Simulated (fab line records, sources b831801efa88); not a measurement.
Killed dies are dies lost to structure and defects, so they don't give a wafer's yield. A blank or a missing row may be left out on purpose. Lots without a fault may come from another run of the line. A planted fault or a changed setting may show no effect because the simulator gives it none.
Problem report in the 8D (eight disciplines) form, filled by code | flow gf180mcu | the parts of the form that need people (team, actions taken, sign-off) are left out

1. THE PROBLEM
TOP_METAL_ALCU_RS at GF_TOP_METAL_RS_MEAS_05 reads a mean of 0.0355 ohm/sq on 1 wafer of 1 lot; wafers without a fault read 0.0327 ohm/sq with a standard deviation of 0.0004. That is +7.0 standard deviations from the usual mean.
The step: measures by four-point-probe.
First seen on wafer L777.4, day 33 03:27, on film_metro-04. The record holds 30 wafers of 10 lots with a number at this step. Rule for "out", or "out of limits": more than 4 standard deviations from the usual mean. The other wafers with a number count as sound.

2. WHAT IT IS AND WHAT IT IS NOT
question                    | is                | is not
which readings at this step | TOP_METAL_ALCU_RS | -
which lots                  | L777              | L760, L761, L763, L764, L767, L769, L770, L775, L781
which wafers of those lots  | L777.4            | L777.1, L777.3
read on which gauges        | film_metro-04     | film_metro-02, film_metro-03
when                        | from day 33 03:27 | up to then (26 sound wafers); but 3 sound wafers of L781 came after

3. SUSPECTS, AND WHAT RULES EACH OUT
Counting: a tool at a process step up to the reading stays a suspect if it ran every lot that is out. Sound lots after the first of them don't rule it out here, since some wafers of a struck lot are sound.
- the gauge at GF_TOP_METAL_RS_MEAS_05: ruled out. All the wafers that are out were read on film_metro-04, but those of them that GF_TOP_METAL_METAL_ETCH_16 has rows for are out there too, on other tools.
- pecvd-01 at GF_MIM_CVD_05 (deposits Si3N4, target thk 42 nm, time 29.086 s): kept. It ran the lot that is out, L777 (day 30 18:16); its last sound lot up to then is L775 (day 30 12:25).
- pvd_sputter-04 at GF_TOP_METAL_SPUTTER_02 (material AlCu, target thk 900 nm, time 47.82 s): kept. It ran the lot that is out, L777 (day 33 03:22); its last sound lot up to then is L775 (day 32 21:55).
- Within pecvd-01 at GF_MIM_CVD_05: the wafers that are out ran in chamber 1; their sound lot-mates ran in chambers 0, 2.
Left after counting: pecvd-01 at GF_MIM_CVD_05, pvd_sputter-04 at GF_TOP_METAL_SPUTTER_02.

4. THE CAUSE (what the simulator had put in)
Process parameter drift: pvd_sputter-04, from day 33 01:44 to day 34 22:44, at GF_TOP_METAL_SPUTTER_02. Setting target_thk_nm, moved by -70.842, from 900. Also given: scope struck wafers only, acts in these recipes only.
Counting left 2 suspects, and this tool is among them.

5. THE CHAIN OF EFFECTS, in route order
Each row: a reading whose mean over the struck wafers that have a number lies more than 3 standard deviations from the usual. Only readings for which the record gives a usual standard deviation are gone through. hours: the time from each lot's start at the first step in this table that gives one to its start at this step, as a median over the lots. sigmas: the change in usual standard deviations.
hours | step                       | reading            | usual         | on struck wafers | change  | sigmas
0     | GF_TOP_METAL_RS_MEAS_05    | TOP_METAL_ALCU_RS  | 0.0327 ohm/sq | 0.0355           | +0.0028 | +7.0
0     | GF_TOP_METAL_THK_MEAS_06   | TOP_METAL_ALCU_THK | 916 nm        | 853              | -63     | -4.8
16    | GF_TOP_METAL_METAL_ETCH_16 | oes_product_au     | 0.966 a.u.    | 0.926            | -0.040  | -5.3
16    | GF_TOP_METAL_METAL_ETCH_16 | throttle_valve_pct | 28.257 %      | 28.304           | +0.047  | +4.3
The process steps in it:
- GF_TOP_METAL_METAL_ETCH_16: etches the open film in Cl2/BCl3, stops on SiO2, target depth 1077.5 nm, time 179.6 s.
Later measuring or inspecting steps at which every struck wafer that the step has a row for has a number for every such reading, and none has moved that far: GF_TOP_METAL_CD_MEAS_14.

6. WHAT WOULD HAVE CAUGHT IT SOONER
In this record the first reading out of limits at a measuring or inspecting step was taken at day 33 03:27, 2 hours after the fault began at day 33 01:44.
Of the tool readings at GF_TOP_METAL_SPUTTER_02 for which the record gives a usual standard deviation, none was out on any struck wafer, so an alarm limit of 4 standard deviations on them would not have fired.
All the lots that are out (1) had begun GF_TOP_METAL_SPUTTER_02 on pvd_sputter-04 by day 33 03:27. A hold on the tool at that time would have spared none of them.
